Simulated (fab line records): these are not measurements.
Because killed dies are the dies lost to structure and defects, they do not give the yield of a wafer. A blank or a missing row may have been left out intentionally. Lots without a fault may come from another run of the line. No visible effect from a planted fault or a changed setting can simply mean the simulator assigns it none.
Matching of chambers -- flow sky130 -- rie diel-01 running SKY_SONOS_ONO_ETCH_15: 4 sister chambers
The step etches the open film in CHF3/O2, target depth 19.52 nm, time 7.8 s. 4 wafers are shown with their chamber, then 9 later ones without.

== WAFERS PAIRED WITH THEIR CHAMBERS ==
wafer,chamber,drypump motor current A (A)
L089.5,0,5.7
L091.1,1,5.4
L091.5,3,6.0
L091.6,2,5.7

== WAFERS WHOSE CHAMBER IS MISSING ==
wafer,drypump motor current A (A)
L092.1,5.7
L092.3,5.6
L092.4,5.4
L093.3,5.7
L093.4,5.4
L093.6,5.4
L094.3,5.4
L094.4,5.7
L094.6,5.7

== CHAMBER TAKEN BY EACH ==
wafer,from the rows above,in truth
L092.1,can't be placed: 0 or 2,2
L092.3,can't be placed: 0 or 2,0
L092.4,1,1
L093.3,can't be placed: 0 or 2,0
L093.4,1,1
L093.6,1,1
L094.3,1,1
L094.4,can't be placed: 0 or 2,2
L094.6,can't be placed: 0 or 2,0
Correctly placed: 4 of 9. Can't be placed from these rows: 5 (the true chamber is among the candidates in 5). Placed wrongly: 0.
How it was worked out, from the rows above alone: a wafer's distance from a chamber is the root of the sum, over the readings, of the square of ((its reading less the chamber's mean) divided by the reading's scatter). If the next closest chamber is less than 2 further off than the closest, the wafer can't be placed; otherwise it belongs to the closest. A chamber's mean is the mean of its shown wafers. The scatter: with one shown wafer a chamber, the root of the mean of the squares of how far each hidden wafer lies from its nearest shown one.
